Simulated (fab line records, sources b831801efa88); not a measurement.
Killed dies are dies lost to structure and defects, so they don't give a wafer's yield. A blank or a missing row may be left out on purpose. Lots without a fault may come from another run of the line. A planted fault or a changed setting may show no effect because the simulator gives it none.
A struck lot beside a sound one | flow sky130 | 16 steps out of a route of 708
Sound: wafers L481.1, L481.2, L481.5. Struck: wafers L488.2, L488.4. (L488.1 of the same lot was not struck and is left out.) The cause comes at the end.
At each step with rows: each side's tool, then ch and its chambers, then its first start. Under that, the readings that differ: sound wafers | struck wafers | difference of the means | sigmas: that difference in standard deviations of wafers without a fault.
alike: readings whose means differ by less than 2 such deviations, and words and numbers that are the same on both sides. not compared: withheld readings, readings that some wafer has no value for, bounds like >300 that may hide the same value, and numbers for which the record gives no deviation and whose values overlap.
The two part at a step that has a row with sigmas, a row that says differs or no value, or rows on one side only. Numbers that don't overlap but have no deviation are shown without sigmas and don't part them. A reading that every wafer of one side lacks parts them only if that side has two wafers or more.

first, 2 steps without rows for these wafers: SKY_LOCAL_INTERCONNECT_PEB_09; SKY_LOCAL_INTERCONNECT_DEVELOP_10 (develop time 60 s).
SKY_LOCAL_INTERCONNECT_CD_MEAS_11: target cd 170 nm.
  sound on cd_sem-02, day 33 16:33; struck on cd_sem-02, day 35 20:31
  alike: cd_nm
SKY_LOCAL_INTERCONNECT_OVL_MEAS_12:
  sound on overlay-01, day 33 16:40; struck on overlay-01, day 35 20:38
  alike: LOCAL_INTERCONNECT_OVL
SKY_LOCAL_INTERCONNECT_ETCH_13: etches BARC in N2/H2, stops on SiO2, time 45.9 s, target depth 60 nm.
  sound on rie_metal-01 ch 0,1, day 33 16:43; struck on rie_metal-01 ch 0,1, day 35 20:40
  alike: drypump_motor_current_A, oes_product_au, throttle_valve_pct
  not compared: rf_hours_counter_h
SKY_LOCAL_INTERCONNECT_METAL_ETCH_14: etches TiN in Cl2/BCl3, stops on PSG, target depth 110 nm, time 31.4 s.
  sound on rie_metal-01 ch 0,1, day 33 16:46; struck on rie_metal-01 ch 0,1, day 35 20:44
  alike: drypump_motor_current_A, oes_product_au, throttle_valve_pct
  not compared: rf_hours_counter_h
SKY_LOCAL_INTERCONNECT_STRIP_15: strips in O2/N2.
  sound on plasma_asher-01 ch 0,1, day 33 16:49; struck on plasma_asher-04 ch 0,1, day 35 20:47
  reading               | sound             | struck      | difference | sigmas
  oes_product_au (a.u.) | 0.420 0.420 0.417 | 0.428 0.428 | +0.009     | +2
  alike: drypump_motor_current_A, strip_time_to_endpoint_s
  not compared: rf_hours_counter_h
then, 3 steps without rows for these wafers: SKY_LOCAL_INTERCONNECT_STRIP_16 (strips in post etch residue remover, time 1200 s); SKY_LOCAL_INTERCONNECT_CLEAN_17 (cleans in IPA, time 180 s); SKY_LOCAL_INTERCONNECT_CLEAN_18 (cleans in O3/DIW).
SKY_CONTACT_CVD_00: deposits Si3N4, target thk 75 nm.
  sound on pecvd-02 ch 1,2, day 33 17:28; struck on pecvd-03 ch 0,2, day 35 21:23
  alike: heater_power_w
SKY_CONTACT_THK_MEAS_01:
  sound on film_metro-02, day 33 17:29; struck on film_metro-03, day 35 21:25
  alike: CONTACT_CVD_00_THK
SKY_CONTACT_HDPCVD_02: deposits SiO2, target thk 565 nm, time 94.2 s.
  sound on hdpcvd-02 ch 0,1, day 33 17:33; struck on hdpcvd-01 ch 2, day 35 21:28
  reading                                     | sound             | struck      | difference | sigmas
  run_length_s (s)                            | 122.2 121.9 122.6 | 106.6 106.3 | -15.8      | -37
  model.SiO2_of_CONTACT_HDPCVD_02.thk_nm (nm) | 557.1 565.8 553.9 | 475.2 476.2 | -83.2      |
SKY_CONTACT_THK_MEAS_03:
  sound on film_metro-04, day 33 17:37; struck on film_metro-04, day 35 21:32
  reading                 | sound       | struck  | difference | sigmas
  CONTACT_HDPCVD_THK (nm) | 557 566 553 | 476 476 | -83        | -17
SKY_CONTACT_CMP_04: polishes SiO2.
  sound on cmp-02 ch 0,2, day 33 17:44; struck on cmp-01 ch 0,1, day 35 21:39
  reading                | sound    | struck | difference | sigmas
  time_to_endpoint_s (s) | 78 84 75 | 45 49  | -32        | -9
  alike: motor_current_A
SKY_CONTACT_BOW_MEAS_05:
  sound on film_metro-04, day 33 17:59; struck on film_metro-02, day 35 21:55
  reading          | sound     | struck | difference | sigmas
  CONTACT_BOW (um) | 90 102 92 | 71 79  | -20        | -3

WHERE THEY PART
First at SKY_LOCAL_INTERCONNECT_STRIP_15; last, within this record, at SKY_CONTACT_BOW_MEAS_05.

WHY: what the simulator had put in
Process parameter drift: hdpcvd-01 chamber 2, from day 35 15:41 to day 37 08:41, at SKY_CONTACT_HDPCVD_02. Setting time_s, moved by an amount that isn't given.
